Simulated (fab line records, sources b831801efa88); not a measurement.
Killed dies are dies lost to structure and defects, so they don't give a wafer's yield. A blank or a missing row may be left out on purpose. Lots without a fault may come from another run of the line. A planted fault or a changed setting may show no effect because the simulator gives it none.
Which tool did it? | flow gf180mcu | 14 lots, 42 wafers sampled, at 4 steps of a route of 602

WHAT THE GAUGES READ, wafer by wafer
GF_M3_THK_MEAS_06: measures by xrf.
lot  | measured     | on            | M3_ALCU_THK (nm)
L666 | day 21 04:29 | film_metro-01 | 451 457 446
L667 | day 21 17:11 | film_metro-03 | 460 456 450
L669 | day 22 10:27 | film_metro-01 | 448 443 438
L670 | day 22 21:01 | film_metro-03 | 447 444 449
L671 | day 23 06:25 | film_metro-02 | 443 444 444
L673 | day 24 03:43 | film_metro-03 | 447 455 457
L674 | day 24 10:44 | film_metro-01 | 451 449 457
L675 | day 24 12:06 | film_metro-01 | 440 448 449
L676 | day 24 21:50 | film_metro-02 | 457 458 450
L677 | day 25 06:48 | film_metro-02 | 444 448 450
L678 | day 25 15:50 | film_metro-03 | 457 458 454
L683 | day 26 23:55 | film_metro-02 | 462 455 448
L684 | day 27 08:03 | film_metro-02 | 452 450 448
L687 | day 28 00:56 | film_metro-02 | 443 443 440

GF_V3_THK_MEAS_03.
lot  | measured     | on            | V3_CVD_02_THK (nm)
L666 | day 22 04:52 | film_metro-03 | 840 840 849
L667 | day 22 17:34 | film_metro-03 | 835 855 840
L669 | day 23 10:04 | film_metro-03 | 844 845 857
L670 | day 23 20:47 | film_metro-02 | 862 843 881
L671 | day 24 05:35 | film_metro-04 | 847 842 837
L673 | day 25 02:37 | film_metro-03 | 857 843 840
L674 | day 25 08:43 | film_metro-04 | 862 846 867
L675 | day 25 10:14 | film_metro-02 | 832 832 843
L676 | day 25 20:10 | film_metro-03 | 822 841 844
L677 | day 26 04:47 | film_metro-02 | 829 852 852
L678 | day 26 13:51 | film_metro-03 | 829 829 849
L683 | day 27 21:13 | film_metro-03 | 851 844 859
L684 | day 28 05:05 | film_metro-02 | 827 853 854
L687 | day 28 21:06 | film_metro-02 | 862 838 860

WHICH TOOL RAN EACH LOT (tool, then ch and the chambers of the sampled wafers, then the start)
lot  | GF_CONTACT_ETCH_17                 | GF_M3_SPUTTER_00
L666 | rie_diel-03 ch 0,2,3, day 16 21:00 | pvd_sputter-02, day 21 04:08
L667 | rie_diel-02 ch 0,1,2, day 17 09:00 | pvd_sputter-02, day 21 16:50
L669 | rie_diel-01 ch 0,2,3, day 18 01:00 | pvd_sputter-04, day 22 10:07
L670 | rie_diel-03 ch 0,3, day 18 12:00   | pvd_sputter-04, day 22 20:32
L671 | rie_diel-01 ch 0,2, day 18 23:00   | pvd_sputter-03, day 23 06:05
L673 | rie_diel-03 ch 0,1,3, day 19 20:00 | pvd_sputter-03, day 24 03:23
L674 | rie_diel-03 ch 1,2,3, day 20 06:00 | pvd_sputter-03, day 24 10:23
L675 | rie_diel-01 ch 2,3, day 20 07:00   | pvd_sputter-04, day 24 11:45
L676 | rie_diel-01 ch 0,2, day 20 17:00   | pvd_sputter-03, day 24 21:29
L677 | rie_diel-03 ch 2,3, day 21 03:00   | pvd_sputter-03, day 25 06:28
L678 | rie_diel-02 ch 1,3, day 21 14:00   | pvd_sputter-04, day 25 15:29
L683 | rie_diel-01 ch 1,3, day 23 01:00   | pvd_sputter-03, day 26 23:35
L684 | rie_diel-01 ch 1,2,3, day 23 11:00 | pvd_sputter-02, day 27 07:43
L687 | rie_diel-02 ch 0,1,2, day 24 05:00 | pvd_sputter-04, day 28 00:35
- GF_CONTACT_ETCH_17: etches SiO2 in C4F8/O2/Ar, stops on CoSi2, target depth 860 nm.
- GF_M3_SPUTTER_00: material Ti, target thk 37.5 nm, time 150 s.

WHAT THE TOOLS THEMSELVES READ (means of the sampled wafers that have a number; where no wafer has one, the mark that the record gives instead)
GF_CONTACT_ETCH_17.
lot  | tool        | bias_w (W) | oes_product_au (a.u.)
L666 | rie_diel-03 | 1197       | 0.816
L667 | rie_diel-02 | 1202       | 0.813
L669 | rie_diel-01 | 1200       | 0.817
L670 | rie_diel-03 | 1206       | 0.821
L671 | rie_diel-01 | 1194       | 0.813
L673 | rie_diel-03 | 1199       | 0.811
L674 | rie_diel-03 | 1257       | 0.814
L675 | rie_diel-01 | 1200       | 0.816
L676 | rie_diel-01 | 1199       | 0.813
L677 | rie_diel-03 | 1258       | 0.816
L678 | rie_diel-02 | 1198       | 0.817
L683 | rie_diel-01 | 1201       | 0.817
L684 | rie_diel-01 | 1200       | 0.814
L687 | rie_diel-02 | 1199       | 0.816

GF_M3_SPUTTER_00.
lot  | tool           | chamber_pressure_pa (Pa) | throttle_valve_pct (%)
L666 | pvd_sputter-02 | 1.997                    | 30.7
L667 | pvd_sputter-02 | 1.997                    | 30.7
L669 | pvd_sputter-04 | 1.999                    | 29.8
L670 | pvd_sputter-04 | 1.996                    | 30.5
L671 | pvd_sputter-03 | 2.003                    | 29.2
L673 | pvd_sputter-03 | 2.000                    | 29.9
L674 | pvd_sputter-03 | 2.001                    | 29.6
L675 | pvd_sputter-04 | 2.000                    | 29.9
L676 | pvd_sputter-03 | 2.000                    | 29.3
L677 | pvd_sputter-03 | 1.995                    | 29.2
L678 | pvd_sputter-04 | 2.004                    | 28.9
L683 | pvd_sputter-03 | 2.000                    | 29.3
L684 | pvd_sputter-02 | 1.997                    | 31.4
L687 | pvd_sputter-04 | 2.004                    | 29.9

THE ANSWER, worked out from the rows above alone
Rule: what is usual is taken from the lots themselves. Put in order of their means at a reading, lots are off if they are a third of the lots or fewer, leave a main group of 4 or more, and stand apart from it by a gap of 3 or more times the standard deviation of the main group's means; of several such gaps the widest counts. A main group whose means are all the same, to the digits that the tables above print for the reading, isn't used. A lot without any number at a reading at which 4 lots or more have one is off too. The other lots that the step has rows for count as sound. The gauges are gone through in route order, then the tools' own readings, and for those a lot's mean is taken as printed above. The first step at which some lot is off is used, and at that step the reading that is off furthest; a lot without a number counts as furthest.
Off: L674, L677, at GF_CONTACT_ETCH_17 (bias_w). The main group: mean 1200 W, standard deviation 2.8.
A tool fits if, at that step or a process step before it, it ran every lot that is off, and no sound lot after the first of them. One fits: rie_diel-03 at GF_CONTACT_ETCH_17. Its last sound lot is L673 (day 19 20:00), its first lot that is off L674 (day 20 06:00): a fault that began between those two fits.
The tool's own readings at GF_CONTACT_ETCH_17 bear it out: on the lots that are off they differ by more than 5 times the standard deviation of the sound lots' means. bias_w reads 1258 W there against 1200 W on the sound lots.

WHAT THE SIMULATOR HAD PUT IN
Process parameter drift: rie_diel-03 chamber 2, from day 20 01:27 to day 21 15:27, at GF_CONTACT_ETCH_17. Setting bias_w, moved by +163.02, from 1200. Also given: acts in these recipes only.
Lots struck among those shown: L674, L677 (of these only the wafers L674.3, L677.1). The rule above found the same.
